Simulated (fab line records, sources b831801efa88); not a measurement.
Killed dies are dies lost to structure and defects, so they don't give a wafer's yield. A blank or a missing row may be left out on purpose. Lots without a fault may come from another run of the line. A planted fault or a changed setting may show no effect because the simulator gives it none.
A struck lot beside a sound one | flow sky130 | 17 steps out of a route of 708
Sound: wafers L825.1, L825.4, L825.6. Struck: wafers L831.1, L831.4, L831.5. The cause comes at the end.
At each step with rows: each side's tool, then ch and its chambers, then its first start. Under that, the readings that differ: sound wafers | struck wafers | difference of the means | sigmas: that difference in standard deviations of wafers without a fault.
alike: readings whose means differ by less than 2 such deviations, and words and numbers that are the same on both sides. not compared: withheld readings, readings that some wafer has no value for, bounds like >300 that may hide the same value, and numbers for which the record gives no deviation and whose values overlap.
The two part at a step that has a row with sigmas, a row that says differs or no value, or rows on one side only. Numbers that don't overlap but have no deviation are shown without sigmas and don't part them. A reading that every wafer of one side lacks parts them only if that side has two wafers or more.

SKY_VT_ADJUST_HVTP_OVL_MEAS_08:
  sound on overlay-01, day 6 07:19; struck on overlay-02, day 7 22:40
  alike: VT_ADJUST_HVTP_OVL
then, 1 step without rows for these wafers: SKY_VT_ADJUST_HVTP_IMPLANT_09.
SKY_VT_ADJUST_HVTP_STRIP_10: strips in O2/N2.
  sound on plasma_asher-01 ch 0,1, day 6 07:30; struck on plasma_asher-03 ch 0,1, day 7 22:51
  reading                     | sound          | struck         | difference | sigmas
  drypump_motor_current_A (A) | 5.47 5.44 5.49 | 5.93 5.98 5.98 | +0.50      | +2
  alike: o2_flow_sccm, oes_product_au, strip_time_to_endpoint_s
  not compared: rf_hours_counter_h
SKY_VT_ADJUST_HVTP_TW_MEAS_11:
  sound on film_metro-02, day 6 07:36; struck on film_metro-04, day 7 22:57
  alike: VT_ADJUST_HVTP_TW
then, 7 steps without rows for these wafers: SKY_VT_ADJUST_LVTN_DEHYDRATE_00 (time 60 s); SKY_VT_ADJUST_LVTN_HMDS_01 (prime time 60 s); SKY_VT_ADJUST_LVTN_COAT_02 (resist thk 3000 nm); SKY_VT_ADJUST_LVTN_SOFTBAKE_03; SKY_VT_ADJUST_LVTN_EXPOSE_04 (exposes mask NWM COMPLEMENT LESS NATIVE, target cd 840 nm); SKY_VT_ADJUST_LVTN_PEB_05; SKY_VT_ADJUST_LVTN_DEVELOP_06 (develop time 60 s).
SKY_VT_ADJUST_LVTN_OVL_MEAS_07:
  sound on overlay-01, day 7 01:53; struck on overlay-01, day 8 19:29
  alike: VT_ADJUST_LVTN_OVL
SKY_VT_ADJUST_LVTN_IMPLANT_08:
  sound on implanter-01 ch 0, day 7 01:55; struck on implanter-01 ch 0, day 8 19:31
  reading            | sound                            | struck                        | difference | sigmas
  dose_ions_cm2      | 1.5681e+12 1.5705e+12 1.5693e+12 | 9.952e+11 9.956e+11 9.964e+11 | -5.736e+11 | -99 or more
  faraday_current_uA | 8.76 8.62 9.00                   | 5.66 5.48 5.78                | -3.15      | -20
SKY_VT_ADJUST_LVTN_STRIP_09: strips in O2/N2.
  sound on plasma_asher-01 ch 0,1, day 7 02:04; struck on plasma_asher-03 ch 0,1, day 8 19:40
  reading             | sound          | struck         | difference | sigmas
  o2_flow_sccm (sccm) | 3014 3011 3008 | 2994 2986 2991 | -21        | -2
  alike: drypump_motor_current_A, oes_product_au, strip_time_to_endpoint_s
  not compared: rf_hours_counter_h
SKY_VT_ADJUST_LVTN_TW_MEAS_10:
  sound on film_metro-04, day 7 02:10; struck on film_metro-02, day 8 19:46
  reading           | sound             | struck            | difference | sigmas
  VT_ADJUST_LVTN_TW | 244.2 244.9 245.3 | 211.3 211.0 211.5 | -33.5      | -17
then, 1 step without rows for these wafers: SKY_VT_ADJUST_LVTN_DEHYDRATE_11 (time 60 s).
-- the record jumps here: 39 days lie between the struck wafers' starts before and after (it left off in module VT_ADJUST_LVTN and takes up again in module PAD_OPEN, whose first step shown is number 708 of the route) --
SKY_PAD_OPEN_PROBE_99:
  sound on prober-02, day 46 03:25; struck on prober-02, day 47 17:16
  reading                                   | sound                | struck               | difference | sigmas
  model.etest.nfet_01v8_lvt.vt_sat_v (V)    | 0.5587 0.5538 0.5531 | 0.5153 0.5164 0.521  | -0.0376    |
  model.etest.nfet_01v8_lvt.vt_v (V)        | 0.6254 0.6189 0.6252 | 0.5915 0.594 0.5988  | -0.0284    |
  model.etest.nfet_01v8_lvt.vt_long_v (V)   | 0.446 0.4418 0.4511  | 0.426 0.4217 0.4261  | -0.022     |
  model.etest.nfet_01v8_lvt.body_rise_v (V) | 0.146 0.1455 0.1436  | 0.1369 0.1366 0.1369 | -0.0082    |
  model.etest.nfet_01v8.body_rise_v (V)     | 0.1814 0.18 0.1831   | 0.1762 0.1739 0.1751 | -0.0064    |
  alike: killed_at_M0_to_M3, killed_at_M4_up, killed_at_contacts, killed_at_front_end, killed_at_other, killed_dies, killed_open, killed_short

WHERE THEY PART
First at SKY_VT_ADJUST_HVTP_STRIP_10; last, within this record, at SKY_VT_ADJUST_LVTN_TW_MEAS_10. Later steps at which nothing parts them and some readings are alike: SKY_PAD_OPEN_PROBE_99.

WHY: what the simulator had put in
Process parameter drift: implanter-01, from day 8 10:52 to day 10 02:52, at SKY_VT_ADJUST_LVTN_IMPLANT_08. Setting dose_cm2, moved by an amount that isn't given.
